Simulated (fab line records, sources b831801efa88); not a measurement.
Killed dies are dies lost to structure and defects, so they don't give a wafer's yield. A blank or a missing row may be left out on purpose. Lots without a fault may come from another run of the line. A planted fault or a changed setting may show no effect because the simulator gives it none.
A struck lot beside a sound one | flow gf180mcu | 15 steps out of a route of 602
Sound: wafers L513.1, L513.4, L513.6. Struck: wafers L514.2, L514.5, L514.6. The cause comes at the end.
At each step with rows: each side's tool, then ch and its chambers, then its first start. Under that, the readings that differ: sound wafers | struck wafers | difference of the means | sigmas: that difference in standard deviations of wafers without a fault.
alike: readings whose means differ by less than 2 such deviations, and words and numbers that are the same on both sides. not compared: withheld readings, readings that some wafer has no value for, bounds like >300 that may hide the same value, and numbers for which the record gives no deviation and whose values overlap.
The two part at a step that has a row with sigmas, a row that says differs or no value, or rows on one side only. Numbers that don't overlap but have no deviation are shown without sigmas and don't part them. A reading that every wafer of one side lacks parts them only if that side has two wafers or more.

first, 7 steps without rows for these wafers: GF_DUAL_GATE_DEHYDRATE_04 (time 60 s); GF_DUAL_GATE_HMDS_05 (prime time 60 s); GF_DUAL_GATE_COAT_06 (resist thk 1000 nm); GF_DUAL_GATE_SOFTBAKE_07 (time 60 s); GF_DUAL_GATE_EXPOSE_08 (exposes mask Dualgate, target cd 700 nm); GF_DUAL_GATE_PEB_09; GF_DUAL_GATE_DEVELOP_10 (develop time 60 s).
GF_DUAL_GATE_OVL_MEAS_11:
  sound on overlay-01, day 10 15:27; struck on overlay-02, day 10 20:27
  alike: DUAL_GATE_OVL
then, 1 step without rows for these wafers: GF_DUAL_GATE_WET_ETCH_12 (etches SiO2 in dHF, target depth 13 nm, time 260 s).
GF_DUAL_GATE_STRIP_13: strips in O2/N2.
  sound on plasma_asher-02 ch 0,1, day 10 15:34; struck on plasma_asher-01 ch 0,1, day 10 20:34
  alike: drypump_motor_current_A, heater_power_w, oes_product_au, strip_time_to_endpoint_s
  not compared: rf_hours_counter_h
then, 2 steps without rows for these wafers: GF_DUAL_GATE_CLEAN_14 (cleans in SC1/SC2, time 150 s); GF_DUAL_GATE_OXIDATION_15 (stabilise 600 s, purge 300 s, target thk 7.098 nm).
GF_POLY_GATE_CVD_00: deposits poly-Si, target thk 200 nm, time 1200 s.
  sound on lpcvd-01 ch 0, day 10 17:16; struck on lpcvd-01 ch 0, day 11 00:53
  alike: zone_power_bottom_pct
GF_POLY_GATE_THK_MEAS_01:
  sound on film_metro-01, day 10 18:36; struck on film_metro-03, day 11 02:31
  reading                   | sound             | struck            | difference | sigmas
  POLY_GATE_CVD_00_THK (nm) | 199.1 200.4 201.0 | 401.0 402.8 400.7 | +201.3     | +99 or more
GF_PASSIVATION_PROBE_99:
  the record has rows for the sound wafers here (prober-02, day 31 09:35) and none for the struck ones

WHERE THEY PART
First at GF_POLY_GATE_THK_MEAS_01; last, within this record, at GF_PASSIVATION_PROBE_99.

WHY: what the simulator had put in
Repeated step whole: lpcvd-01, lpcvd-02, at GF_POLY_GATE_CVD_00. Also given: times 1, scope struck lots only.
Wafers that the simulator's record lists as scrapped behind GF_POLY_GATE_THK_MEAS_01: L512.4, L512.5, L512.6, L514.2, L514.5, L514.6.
